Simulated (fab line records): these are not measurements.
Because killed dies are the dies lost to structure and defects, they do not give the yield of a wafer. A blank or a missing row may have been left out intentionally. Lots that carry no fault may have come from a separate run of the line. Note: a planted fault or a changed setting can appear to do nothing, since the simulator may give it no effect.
fab line records    flow sky130
[record] lots = 10  wafers = 30  lastDay = 50
route steps=708 shown METAL3@565 VIA3@597 VIA4@642 PAD_OPEN@708
lots that met no fault: from a run of the same line without faults
startH: start of the lot's first displayed wafer, in hours after the record's first day    waitH: hours from the lot's prior step to this one    " the same as in the row above    L1.1+2: several wafers, shown together as one row    - either no value or no given start    * or withheld: withheld    < > ~ a bound
route shown NAME@n: NAME is a module with steps in the file, n the number in the route of the first one    usual: the fault-free wafers' mean and standard deviation    same: alike in all rows    chamber/n: place in a boat    sites: each site's reading    _std_site: how widely they spread, as a standard deviation    _edge_site: mean of outer sites minus mean of inner sites    radiusMm: how far each site lies from the wafer's centre    mask NAME#n: copy n    behind: tool/chamber where the wafer was last shaped    hold: reason for holding the lot/hours on hold/outcome of the hold    device: the n, p or np transistor that did not switch    end of line: at the end of the route, the tests of the same wafers    where a step has no rows: the recipe by itself    killed: the dies lost at the first sort to structure and to defects; this is not the yield of the wafer    map: a wafer's dies, x killed, . not, _ none there
set.NAME: the setting as run; set.NAME@STEP: as run at that earlier step    model.NAME: the simulator's own value behind a step, which no gauge read
a sample of lots followed through the steps of the route, with each step as a table and each wafer as a row
services: a tool's chamber out of use, with start hour (startH, from the record's first day; less than 0 if before it), hours out, and reason
[[steps]]
[step SKY_METAL3_DESCUM_15]
[recipe] chemistry = O2  sourcePowerW = 150  biasPowerW = 0  pressureMtorr = 10  tempC = 40  timeS = 8
[usual] drypumpMotorCurrentA = 5.9/0.48  oesProductAu = 1.008/0.0083  rfFwdPowerW = 147.4/0.72
lot.wafer  tool         chamber  startH   waitH  drypumpMotorCurrentA  oesProductAu  rfFwdPowerW  rfHoursCounterH
L962.2     rieMetal-02  0        909.95   0.0    5.3                   1.016         146.6        18
L962.4     "            1        "        "      5.8                   1.005         147.2        -
L962.6     "            1        "        "      5.8                   1.008         147.2        -
L965.1     rieMetal-02  1        934.65   0.0    5.8                   1.016         148.0        18
L965.2     "            1        "        "      5.8                   1.019         147.7        -
L965.6     "            1        "        "      5.8                   1.007         147.3        -
L966.2     rieMetal-01  1        935.81   0.0    6.6                   1.003         146.6        10
L966.3     "            1        "        "      6.6                   1.005         146.3        -
L966.5     "            0        "        "      5.6                   0.997         147.7        -
L969.2     rieMetal-02  1        957.65   0.0    5.8                   1.021         147.0        19
L969.3     "            1        "        "      5.8                   1.024         147.4        -
L969.6     "            1        "        "      5.8                   1.022         147.0        -
L979.1     rieMetal-03  0        1025.90  0.0    5.6                   1.012         146.7        14
L979.5     "            0        "        "      5.6                   1.006         146.6        -
L979.6     "            1        "        "      6.5                   0.993         148.5        -
L980.2     rieMetal-02  0        1029.51  0.0    5.3                   1.019         147.5        -
L980.3     "            0        "        "      5.3                   1.010         147.0        -
L980.5     "            0        "        "      5.3                   1.012         147.4        -
L981.4     rieMetal-03  0        1038.61  0.0    5.6                   0.999         146.5        -
L981.5     "            1        "        "      6.5                   0.999         148.6        -
L981.6     "            0        "        "      5.6                   1.000         147.0        -
L983.2     rieMetal-03  0        1052.15  0.0    5.6                   1.008         146.9        16
L983.4     "            1        "        "      6.5                   1.002         147.9        -
L983.5     "            1        "        "      6.5                   1.005         148.3        -
L984.1     rieMetal-02  0        1053.01  0.0    5.3                   1.017         147.7        9
L984.2     "            0        "        "      5.3                   1.017         147.4        -
L984.3     "            0        "        "      5.3                   1.025         146.7        -
L985.1     rieMetal-01  1        1060.96  0.0    6.6                   1.008         145.6        17
L985.4     "            0        "        "      5.6                   1.003         148.2        -
L985.6     "            0        "        "      5.6                   1.001         147.8        -
[step SKY_VIA3_CMP_24]
[recipe] stopOn = SiO2  tOverpolishS = 20  downForcePsi = 3.5  platenRpm = 60  targetThkNm = 0  padVelocityMS = 0.94248
[usual] edgeZonePressureFrac = 1.000/0.0048  motorCurrentA = 11.7/0.97  overpolishRunS = 20.001/0.0084  timeToEndpointS = 92/4.8
lot.wafer  tool    chamber  startH   waitH  edgeZonePressureFrac  motorCurrentA  overpolishRunS  timeToEndpointS
L962.2     cmp-02  3        937.50   0.0    0.995                 9.5            19.996          91
L962.4     "       1        "        "      1.001                 12.0           20.003          94
L962.6     "       0        "        "      1.000                 13.4           20.005          100
L965.1     cmp-01  1        962.22   0.1    1.008                 12.4           20.001          83
L965.2     "       0        "        "      1.000                 10.7           20.009          90
L965.6     "       1        "        "      1.012                 12.2           20.019          84
L966.3     cmp-01  3        963.72   0.5    0.996                 11.8           19.997          90
L966.2     "       1        "        "      1.005                 12.4           19.990          83
L966.5     "       0        "        "      1.011                 11.7           20.003          91
L969.3     cmp-01  0        983.76   0.1    1.002                 10.9           19.993          93
L969.2     "       1        "        "      0.998                 11.8           20.007          86
L969.6     "       3        "        "      1.001                 12.6           19.994          91
L979.1     cmp-01  3        1050.64  0.1    1.006                 11.4           19.998          93
L979.6     "       2        "        "      0.994                 12.3           20.006          100
L979.5     "       3        "        "      1.000                 11.9           20.014          90
L980.3     cmp-01  1        1054.71  0.1    0.993                 11.9           20.021          83
L980.2     "       3        "        "      0.990                 12.3           19.993          93
L980.5     "       1        "        "      0.995                 12.2           19.997          87
L981.4     cmp-02  2        1063.66  0.2    0.995                 10.9           19.991          87
L981.5     "       3        "        "      1.002                 10.0           20.004          87
L981.6     "       0        "        "      1.007                 13.6           20.010          101
L983.4     cmp-01  3        1077.27  0.2    1.013                 11.6           20.005          89
L983.2     "       0        "        "      1.001                 11.1           19.993          89
L983.5     "       2        "        "      1.008                 11.9           20.013          96
L984.1     cmp-02  1        1078.07  0.3    1.008                 11.2           20.002          94
L984.3     "       2        "        "      0.994                 11.5           20.009          90
L984.2     "       3        "        "      1.004                 9.9            20.003          84
L985.1     cmp-02  3        1084.71  0.2    0.999                 10.0           20.006          87
L985.4     "       1        "        "      1.006                 11.3           20.000          92
L985.6     "       0        "        "      0.996                 14.5           20.016          96
[step SKY_VIA4_BOW_MEAS_03]
[recipe] mode = bow
[usual] VIA4_BOW = 79/8.2
lot.wafer  tool          chamber  startH   waitH  VIA4_BOW[um]
L962.2     filmMetro-01  -        989.23   0.1    81
L962.4     "             -        "        "      89
L962.6     "             -        "        "      84
L965.1     filmMetro-01  -        1013.08  0.2    85
L965.2     "             -        "        "      71
L965.6     "             -        "        "      84
L966.2     filmMetro-03  -        1014.90  0.2    62
L966.3     "             -        "        "      72
L966.5     "             -        "        "      55
L969.2     filmMetro-02  -        1032.15  0.2    79
L969.3     "             -        "        "      88
L969.6     "             -        "        "      95
L979.1     filmMetro-01  -        1096.09  0.1    93
L979.5     "             -        "        "      71
L979.6     "             -        "        "      83
L980.2     filmMetro-01  -        1100.73  0.3    79
L980.3     "             -        "        "      73
L980.5     "             -        "        "      94
L981.4     filmMetro-03  -        1108.67  0.4    81
L981.5     "             -        "        "      73
L981.6     "             -        "        "      77
L983.2     filmMetro-01  -        1122.03  0.2    87
L983.4     "             -        "        "      80
L983.5     "             -        "        "      80
L984.1     filmMetro-01  -        1122.73  0.1    80
L984.2     "             -        "        "      68
L984.3     "             -        "        "      85
L985.1     filmMetro-01  -        1128.49  0.2    81
L985.4     "             -        "        "      83
L985.6     "             -        "        "      81
[step SKY_VIA4_CVD_18]
[recipe] material = W  targetThkNm = 505  timeS = 152.14  tempC = 400  pressureTorr = 40
[usual] chamberPressureTorr = 40.00/0.087  heaterPowerW = 845/54  susceptorTempC = 400.01/0.21
lot.wafer  tool     chamber  startH   waitH  chamberPressureTorr  heaterPowerW  susceptorTempC
L962.2     cvdW-01  0        1012.67  0.0    40.02                791           399.74
L962.4     "        1        "        "      40.14                886           399.84
L962.6     "        0        "        "      39.89                777           399.90
L965.1     cvdW-01  0        1036.20  0.0    40.10                740           387.74
L965.2     "        0        "        "      40.07                707           388.19
L965.6     "        0        "        "      40.13                726           388.03
L966.2     cvdW-01  0        1038.39  0.1    39.95                721           388.25
L966.3     "        0        "        "      40.19                722           388.18
L966.5     "        0        "        "      40.05                720           388.39
L969.2     cvdW-01  1        1054.55  0.0    39.91                882           400.18
L969.3     "        1        "        "      39.94                883           400.26
L969.6     "        0        "        "      40.05                737           387.79
L979.1     cvdW-01  0        1117.31  0.0    39.95                779           399.62
L979.5     "        0        "        "      39.89                784           400.25
L979.6     "        1        "        "      40.01                896           400.29
L980.2     cvdW-01  1        1121.81  0.0    40.08                869           400.19
L980.3     "        1        "        "      40.11                906           400.31
L980.5     "        0        "        "      39.97                792           400.10
L981.4     cvdW-01  0        1128.44  0.1    39.89                761           399.98
L981.5     "        1        "        "      40.15                909           400.08
L981.6     "        0        "        "      39.91                785           400.11
L983.2     cvdW-01  0        1141.01  0.0    40.15                784           400.26
L983.4     "        1        "        "      39.93                883           400.31
L983.5     "        0        "        "      40.02                792           400.03
L984.1     cvdW-01  1        1142.31  0.0    40.00                917           400.19
L984.2     "        0        "        "      40.01                783           399.70
L984.3     "        0        "        "      39.92                791           400.16
L985.1     cvdW-02  0        1147.74  0.0    39.95                870           400.12
L985.4     "        1        "        "      39.90                874           399.89
L985.6     "        1        "        "      40.01                860           399.95
[step SKY_VIA4_RS_MEAS_19]
[recipe] thkMeasGauge = four-point-probe  reads = W_of_VIA4_CVD_18+TiN_of_VIA4_SPUTTER_17
[usual] VIA4_W_RS = 0.228/0.003
lot.wafer  tool          chamber  startH   waitH  VIA4_W_RS[ohm/sq]
L962.2     filmMetro-02  -        1012.84  0.1    0.230
L962.4     "             -        "        "      0.227
L962.6     "             -        "        "      0.228
L965.1     filmMetro-03  -        1036.51  0.3    0.287
L965.2     "             -        "        "      0.286
L965.6     "             -        "        "      0.282
L966.2     filmMetro-01  -        1038.67  0.2    0.288
L966.3     "             -        "        "      0.288
L966.5     "             -        "        "      0.285
L969.2     filmMetro-02  -        1054.74  0.1    0.228
L969.3     "             -        "        "      0.230
L969.6     "             -        "        "      0.285
L979.1     filmMetro-02  -        1117.46  0.1    0.227
L979.5     "             -        "        "      0.228
L979.6     "             -        "        "      0.229
L980.2     filmMetro-03  -        1121.98  0.1    0.227
L980.3     "             -        "        "      0.227
L980.5     "             -        "        "      0.226
L981.4     filmMetro-02  -        1128.60  0.1    0.229
L981.5     "             -        "        "      0.228
L981.6     "             -        "        "      0.228
L983.2     filmMetro-01  -        1141.18  0.1    0.225
L983.4     "             -        "        "      0.229
L983.5     "             -        "        "      0.226
L984.1     filmMetro-03  -        1142.46  0.1    0.228
L984.2     "             -        "        "      0.227
L984.3     "             -        "        "      0.225
L985.1     filmMetro-03  -        1147.89  0.1    0.233
L985.4     "             -        "        "      0.226
L985.6     "             -        "        "      0.228
[step SKY_VIA4_THK_MEAS_20]
[recipe] thkMeasGauge = xrf  reads = W_of_VIA4_CVD_18
[usual] VIA4_W_THK = 495/6.5
lot.wafer  tool          chamber  startH   waitH  VIA4_W_THK[nm]
L962.2     filmMetro-02  -        1012.95  0.1    490
L962.4     "             -        "        "      496
L962.6     "             -        "        "      493
L965.1     filmMetro-03  -        1036.63  0.1    390
L965.2     "             -        "        "      394
L965.6     "             -        "        "      398
L966.2     filmMetro-01  -        1038.78  0.1    395
L966.3     "             -        "        "      394
L966.5     "             -        "        "      397
L969.2     filmMetro-02  -        1054.85  0.1    500
L969.3     "             -        "        "      494
L969.6     "             -        "        "      401
L979.1     filmMetro-02  -        1117.58  0.1    491
L979.5     "             -        "        "      488
L979.6     "             -        "        "      489
L980.2     filmMetro-03  -        1122.09  0.1    494
L980.3     "             -        "        "      494
L980.5     "             -        "        "      494
L981.4     filmMetro-02  -        1128.69  0.1    495
L981.5     "             -        "        "      496
L981.6     "             -        "        "      498
L983.2     filmMetro-01  -        1141.29  0.1    499
L983.4     "             -        "        "      492
L983.5     "             -        "        "      496
L984.1     filmMetro-03  -        1142.58  0.1    491
L984.2     "             -        "        "      493
L984.3     "             -        "        "      496
L985.1     filmMetro-03  -        1148.01  0.1    481
L985.4     "             -        "        "      496
L985.6     "             -        "        "      492
[step SKY_VIA4_CMP_21]
[recipe] stopOn = SiO2  tOverpolishS = 25  downForcePsi = 3.5  platenRpm = 60  targetThkNm = 0  padVelocityMS = 0.94248
[usual] edgeZonePressureFrac = 1.000/0.0047  motorCurrentA = 11.5/1.1  timeToEndpointS = 119/6.1
lot.wafer  tool    chamber  startH   waitH  edgeZonePressureFrac  motorCurrentA  timeToEndpointS
L962.4     cmp-01  0        1013.38  0.4    0.998                 11.3           118
L962.2     "       1        "        "      0.991                 11.7           110
L962.6     "       1        "        "      1.001                 11.6           112
L965.1     cmp-02  1        1036.69  0.1    0.989                 11.2           92
L965.2     "       2        "        "      1.002                 11.6           90
L965.6     "       1        "        "      1.003                 11.3           96
L966.3     cmp-02  3        1038.83  0.0    0.998                 9.8            85
L966.2     "       0        "        "      1.004                 13.8           94
L966.5     "       3        "        "      0.996                 10.0           87
L969.3     cmp-02  0        1055.23  0.4    1.003                 13.3           129
L969.2     "       1        "        "      1.003                 10.9           123
L969.6     "       2        "        "      1.006                 11.5           93
L979.1     cmp-02  3        1117.98  0.4    1.009                 10.2           115
L979.6     "       1        "        "      1.003                 10.8           118
L979.5     "       2        "        "      0.993                 11.2           112
L980.3     cmp-01  1        1122.36  0.2    0.998                 12.1           116
L980.2     "       2        "        "      0.994                 12.0           129
L980.5     "       0        "        "      0.994                 11.2           123
L981.4     cmp-02  1        1129.24  0.5    1.006                 11.1           115
L981.6     "       2        "        "      0.992                 11.3           112
L981.5     "       3        "        "      1.001                 9.4            110
L983.2     cmp-02  0        1141.44  0.1    1.007                 13.8           125
L983.4     "       1        "        "      0.997                 11.3           120
L983.5     "       3        "        "      1.004                 10.0           114
L984.3     cmp-02  2        1142.69  0.1    1.003                 11.8           115
L984.2     "       3        "        "      0.998                 10.2           114
L984.1     "       0        "        "      1.001                 13.1           128
L985.1     cmp-01  1        1148.07  0.1    0.995                 12.3           108
L985.4     "       2        "        "      1.010                 11.7           125
L985.6     "       1        "        "      0.995                 12.4           110
[step SKY_PAD_OPEN_PROBE_99]
[usual] defectLimitedYield = 82.3/2.1  killed_at_M0_to_M3 = 45/6.9  killed_at_M4_up = 3.1/1.7  killedAtContacts = 24/5.7  killedAtFrontEnd = 15/4.6  killedAtOther = 0.3/0.57  killedDies = 87/10  killedOnRim = 17/3.9  killedOpen = 48/7.4  killedShort = 39/6.7  sort_bin_3_pad_short = 0.9/0.41  sort_bin_5_function = 10.4/1.5  sort_bin_6_memory = 6.4/1.1  sortNPass = 405/10  sortYieldPct = 82.3/2.1
[same] grossDies = 492  killedAtBackSide = 0  sort_bin_4_leakage[%] = 0  sort_bin_8_speed[%] = 0
lot.wafer  tool       chamber  startH   waitH  defectLimitedYield[%]  killed_at_M0_to_M3  killed_at_M4_up  killedAtContacts  killedAtFrontEnd  killedAtOther  killedDies  killedOnRim  killedOpen  killedShort  sort_bin_3_pad_short[%]  sort_bin_5_function[%]  sort_bin_6_memory[%]  sortNPass  sortYieldPct[%]
L965.1     prober-01  -        1104.90  0.1    79.9                   56                  2                29                11                1              99          26           54          45           0.4                      11.6                    8.1                   393        79.9
L965.2     prober-01  -        1104.95  0.1    82.9                   36                  4                38                6                 0              84          15           53          31           0.8                      11.0                    5.3                   408        82.9
L965.6     prober-01  -        1105.15  0.2    80.7                   46                  1                29                19                0              95          17           57          38           1.2                      11.4                    6.7                   397        80.7
L966.2     prober-02  -        1109.01  0.1    84.1                   44                  1                22                10                1              78          13           33          45           0.4                      8.7                     6.7                   414        84.1
L966.3     prober-02  -        1109.06  0.2    79.1                   50                  5                30                18                0              103         21           55          48           0.6                      12.8                    7.5                   389        79.1
L966.5     prober-02  -        1109.16  0.2    83.1                   40                  2                24                17                0              83          13           40          43           0.8                      9.1                     6.9                   409        83.1
L969.2     prober-02  -        1120.76  0.1    84.3                   36                  4                13                23                1              77          18           35          42           0.6                      10.2                    4.9                   415        84.3
L969.3     prober-02  -        1120.81  0.2    82.7                   43                  3                22                17                0              85          14           55          30           0.8                      8.3                     8.1                   407        82.7
L969.6     prober-02  -        1120.96  0.2    83.3                   43                  2                16                20                1              82          11           43          39           1.0                      10.2                    5.5                   410        83.3
L984.1     prober-01  -        1197.57  0.1    83.1                   38                  4                25                16                0              83          20           50          33           0.6                      11.0                    5.3                   409        83.1
L984.2     prober-01  -        1197.62  0.1    82.7                   35                  6                28                16                0              85          20           53          32           0.8                      9.6                     6.9                   407        82.7
L984.3     prober-01  -        1197.67  0.2    79.3                   53                  1                23                25                0              102         14           50          52           0.8                      13.6                    6.3                   390        79.3
// killed by level:class
L965.1 CONTACT:geometricParticle:open=12 VIA2:geometricParticle:open=9 METAL1:geometricParticle:short=9 VIA1:geometricParticle:open=9 VIA3:geometricParticle:open=8 LI_CONTACT:geometricParticle:open=6 LOCAL_INTERCONNECT:geometricParticle:short=5 METAL2:geometricParticle:short=5
L965.2 CONTACT:geometricParticle:open=14 LI_CONTACT:geometricParticle:open=11 VIA1:geometricParticle:open=11 VIA3:geometricParticle:open=8 LOCAL_INTERCONNECT:geometricParticle:short=5 CONTACT:geometricParticle:short=5 VIA2:geometricParticle:open=4 METAL3:geometricParticle:short=4
L965.6 CONTACT:geometricParticle:open=10 VIA1:geometricParticle:open=9 VIA2:geometricParticle:open=9 FIELD_ISO:geometricParticle:open=8 METAL1:geometricParticle:short=8 VIA3:geometricParticle:open=8 FIELD_ISO:geometricParticle:short=7 LI_CONTACT:geometricParticle:open=6
L966.2 METAL2:geometricParticle:short=8 CONTACT:geometricParticle:open=7 METAL1:geometricParticle:short=7 VIA3:geometricParticle:short=7 VIA2:geometricParticle:open=6 LI_CONTACT:geometricParticle:open=4 LI_CONTACT:geometricParticle:short=4 LOCAL_INTERCONNECT:geometricParticle:short=4
L966.3 CONTACT:geometricParticle:open=13 VIA2:geometricParticle:open=9 VIA1:geometricParticle:open=7 LI_CONTACT:geometricParticle:open=6 VIA2:geometricParticle:short=6 METAL1:geometricParticle:short=6 VIA3:geometricParticle:open=6 LOCAL_INTERCONNECT:geometricParticle:short=5
L966.5 CONTACT:geometricParticle:open=9 VIA3:geometricParticle:open=7 POLY_GATE:geometricParticle:short=6 VIA1:geometricParticle:open=6 VIA2:geometricParticle:open=6 METAL2:geometricParticle:short=6 FIELD_ISO:geometricParticle:short=5 LI_CONTACT:geometricParticle:open=5
L969.2 FIELD_ISO:geometricParticle:short=11 VIA2:geometricParticle:open=8 CONTACT:geometricParticle:open=6 VIA1:geometricParticle:open=6 METAL3:geometricParticle:short=5 METAL2:geometricParticle:short=3 POLY_GATE:geometricParticle:open=3 POLY_GATE:geometricParticle:short=3
L969.3 LI_CONTACT:geometricParticle:open=12 VIA3:geometricParticle:open=12 CONTACT:geometricParticle:open=6 METAL1:geometricParticle:short=6 VIA1:geometricParticle:open=6 FIELD_ISO:geometricParticle:short=5 POLY_GATE:geometricParticle:open=5 VIA1:geometricParticle:short=5
L969.6 VIA1:geometricParticle:open=10 POLY_GATE:geometricParticle:short=6 METAL1:geometricParticle:short=6 LOCAL_INTERCONNECT:geometricParticle:short=6 CONTACT:geometricParticle:open=6 VIA3:geometricParticle:open=6 FIELD_ISO:geometricParticle:open=5 POLY_GATE:geometricParticle:open=5
L984.1 CONTACT:geometricParticle:open=12 VIA2:geometricParticle:open=8 VIA1:geometricParticle:open=7 VIA3:geometricParticle:open=7 METAL2:geometricParticle:short=6 LI_CONTACT:geometricParticle:open=5 FIELD_ISO:geometricParticle:short=4 FIELD_ISO:geometricParticle:open=3
L984.2 VIA1:geometricParticle:open=13 LI_CONTACT:geometricParticle:open=10 CONTACT:geometricParticle:open=7 VIA3:geometricParticle:open=7 FIELD_ISO:geometricParticle:short=5 LOCAL_INTERCONNECT:geometricParticle:short=4 CONTACT:geometricParticle:short=4 METAL2:geometricParticle:open=4
L984.3 METAL2:geometricParticle:short=10 CONTACT:geometricParticle:short=9 FIELD_ISO:geometricParticle:open=8 VIA1:geometricParticle:open=8 VIA2:geometricParticle:open=8 CONTACT:geometricParticle:open=7 POLY_GATE:geometricParticle:short=6 METAL1:geometricParticle:short=6
[[services]]
tool         chamber  startH   hours  kind
cmp-02       -        891.69   0.5    repair
cvdW-01      -        904.00   14.0   pm
cmp-02       -        912.00   4.0    pm
cmp-01       -        913.18   1.4    repair
cvdW-01      1        955.17   20.8   repair
cmp-02       -        960.89   23.7   pm
cvdW-01      -        989.20   6.9    pm
cmp-02       -        991.10   9.3    repair
cvdW-01      -        1003.70  2.7    repair
cmp-02       -        1010.09  7.9    pm
rieMetal-02  1        1020.23  7.6    repair
cvdW-01      -        1026.30  0.6    repair
cvdW-01      1        1033.40  7.3    repair
cmp-01       -        1056.83  1.6    repair
cmp-01       -        1068.69  2.5    repair
cmp-02       -        1075.85  2.2    repair
cmp-01       -        1083.20  4.0    pm
rieMetal-03  0        1088.10  6.9    repair
cmp-02       -        1095.48  3.0    repair
cmp-01       -        1096.25  1.2    repair
cmp-02       -        1113.85  0.3    repair
cmp-01       -        1116.48  5.2    pm
rieMetal-03  0        1126.95  3.8    repair
cmp-01       -        1127.93  17.8   pm
[[key]]
[firstSign] step = SKY_VIA4_CVD_18  reading = susceptorTempC  direction = down  sigmas = 58  usual = *  struck = *
[effect] step = SKY_VIA4_CVD_18  reading = heaterPowerW  direction = down  sigmas = 2.2  usual = *  struck = *
[effect] step = SKY_VIA4_RS_MEAS_19  reading = VIA4_W_RS  direction = up  sigmas = 19  usual = 0.228  struck = 0.286
[effect] step = SKY_VIA4_THK_MEAS_20  reading = VIA4_W_THK  direction = down  sigmas = 15  usual = 495  struck = 395
[effect] step = SKY_VIA4_CMP_21  reading = timeToEndpointS  direction = down  sigmas = 4.5  usual = *  struck = *
metAt SKY_VIA4_CVD_18
struckLots L965,L966,L969
struckWafers L965.1,L965.2,L965.6,L966.2,L966.3,L966.5,L969.6
notActingAt SKY_METAL3_DESCUM_15,SKY_VIA3_CMP_24,SKY_VIA4_BOW_MEAS_03
onsetBetween 1012.67 1036.20
[fault] kind = processParameterDrift  tool = cvdW-01  chamber = 0  onsetH = 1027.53  steps = SKY_VIA4_CVD_18  channel = tempC  offset = *  shape = step  endH = 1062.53  actsIn = *  stated = *
